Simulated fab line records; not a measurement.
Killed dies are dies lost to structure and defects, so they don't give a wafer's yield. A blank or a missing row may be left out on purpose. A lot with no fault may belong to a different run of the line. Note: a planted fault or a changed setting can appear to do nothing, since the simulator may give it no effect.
Shared-tool check -- flow sky130 -- 45 wafers sampled across 15 lots

## WHY THIS WAS OPENED
3 of 15 lots carry a flag on the reading VT_ADJUST_LVTN_TW at SKY_VT_ADJUST_LVTN_TW_MEAS_10. Wafers without a fault read 242.6, standard deviation 1.5.
Rule: a lot is flagged when every wafer of it that has a number lies more than 4 standard deviations from that mean, or none has a number. The other lots count as sound.

lot,measured,on,"VT_ADJUST_LVTN_TW, wafer by wafer",flag
L319,day 6 17:45,film_metro-02,241.6 241.8 242.8,
L322,day 8 14:55,film_metro-02,244.2 244.4 245.0,
L324,day 8 22:25,film_metro-02,244.2 242.7 244.9,
L323,day 8 23:44,film_metro-02,244.6 245.0 245.3,
L325,day 9 04:40,film_metro-03,240.8 240.4 241.4,
L328,day 9 16:47,film_metro-01,242.3 242.4 243.1,
L329,day 9 18:47,film_metro-03,241.3 240.9 240.6,
L331,day 10 07:56,film_metro-02,242.3 242.5 243.3,
L330,day 10 09:03,film_metro-01,241.1 241.1 242.4,
L335,day 11 05:58,film_metro-02,30.3 30.3 30.2,FLAGGED
L336,day 11 11:08,film_metro-01,30.3 30.2 30.2,FLAGGED
L337,day 11 19:12,film_metro-03,30.2 30.2 30.2,FLAGGED
L340,day 12 19:01,film_metro-02,243.6 243.5 242.4,
L341,day 12 22:23,film_metro-02,242.8 244.6 244.1,
L342,day 13 03:43,film_metro-01,244.1 243.1 243.4,
The numbers of the flagged lots are 30.2 on average: -212.4 against the usual, or -99 or more standard deviations.

## LOT BY LOT: THE TOOL USED
Before the reading, the record contains 2 process steps out of a 708-step route. Each cell gives the tool, then ch followed by the chambers the sampled wafers passed through, then the start.
lot,flag,SKY_FIELD_ISO_ETCH_14,SKY_VT_ADJUST_LVTN_IMPLANT_08
L319,,"rie_diel-01 ch 0,2,3, day 2 05:34","implanter-04 ch 0, day 6 17:30"
L322,,"rie_diel-04 ch 0,2, day 2 20:41","implanter-02 ch 0, day 8 14:42"
L324,,"rie_diel-04 ch 0,3, day 3 05:37","implanter-04 ch 0, day 8 22:11"
L323,,"rie_diel-02 ch 0,3, day 3 01:46","implanter-01 ch 0, day 8 23:32"
L325,,"rie_diel-01 ch 1,2,3, day 3 12:10","implanter-02 ch 0, day 9 04:25"
L328,,"rie_diel-04 ch 0,1,3, day 4 04:55","implanter-01 ch 0, day 9 16:34"
L329,,"rie_diel-02 ch 0,1,2, day 4 10:42","implanter-04 ch 0, day 9 18:34"
L331,,"rie_diel-02 ch 2,3, day 4 23:59","implanter-04 ch 0, day 10 07:41"
L330,,"rie_diel-04 ch 0,2,3, day 4 23:46","implanter-01 ch 0, day 10 08:48"
L335,FLAGGED,"rie_diel-02 ch 0,1,2, day 5 15:41","implanter-04, day 11 05:43"
L336,FLAGGED,"rie_diel-01 ch 0,1,2, day 5 20:58","implanter-04, day 11 10:53"
L337,FLAGGED,"rie_diel-01 ch 2,3, day 6 04:03","implanter-04, day 11 18:57"
L340,,"rie_diel-04 ch 0,1,3, day 6 17:16","implanter-04 ch 0, day 12 18:46"
L341,,"rie_diel-02 ch 0,3, day 6 23:47","implanter-02 ch 0, day 12 22:08"
L342,,"rie_diel-01 ch 0,2,3, day 7 05:47","implanter-02 ch 0, day 13 03:28"
What the steps here do:
- SKY_FIELD_ISO_ETCH_14: etches BARC in N2/H2, stops on SiO2, time 45.9 s, target depth 60 nm.
- SKY_VT_ADJUST_LVTN_IMPLANT_08
- SKY_VT_ADJUST_LVTN_TW_MEAS_10

## FLAGGED AGAINST TOTAL, ONE TOOL AT A TIME (gauges that did the reading follow at the end)
step,tool,lots run,flagged,share of the flagged lots,sound lots run after its first flagged lot
SKY_FIELD_ISO_ETCH_14,rie_diel-01,5,2,some,1 (L342)
SKY_FIELD_ISO_ETCH_14,rie_diel-02,5,1,some,1 (L341)
SKY_FIELD_ISO_ETCH_14,rie_diel-04,5,0,none,-
SKY_VT_ADJUST_LVTN_IMPLANT_08,implanter-01,3,0,none,-
SKY_VT_ADJUST_LVTN_IMPLANT_08,implanter-02,4,0,none,-
SKY_VT_ADJUST_LVTN_IMPLANT_08,implanter-04,8,3,all,1 (L340)
SKY_VT_ADJUST_LVTN_TW_MEAS_10,film_metro-01,4,1,some,1 (L342)
SKY_VT_ADJUST_LVTN_TW_MEAS_10,film_metro-02,8,1,some,"2 (L340,L341)"
SKY_VT_ADJUST_LVTN_TW_MEAS_10,film_metro-03,3,1,some,0

## THE TABLE: WHAT IT ALLOWS
1 row of the table ran every flagged lot: implanter-04 at SKY_VT_ADJUST_LVTN_IMPLANT_08.
- implanter-04 at SKY_VT_ADJUST_LVTN_IMPLANT_08 ran 8 lots, 3 of them flagged. Lots that were sound ran on it after the first flagged one (L340); a persistent fault on the entire tool would not allow that. On the flagged lots its readings are blank where sound lots have values: beam_energy_keV, beam_on_s.
None of the table's rows ran every flagged lot and, after the first, no sound lot.

## WHAT WAS PUT IN BY THE SIMULATOR
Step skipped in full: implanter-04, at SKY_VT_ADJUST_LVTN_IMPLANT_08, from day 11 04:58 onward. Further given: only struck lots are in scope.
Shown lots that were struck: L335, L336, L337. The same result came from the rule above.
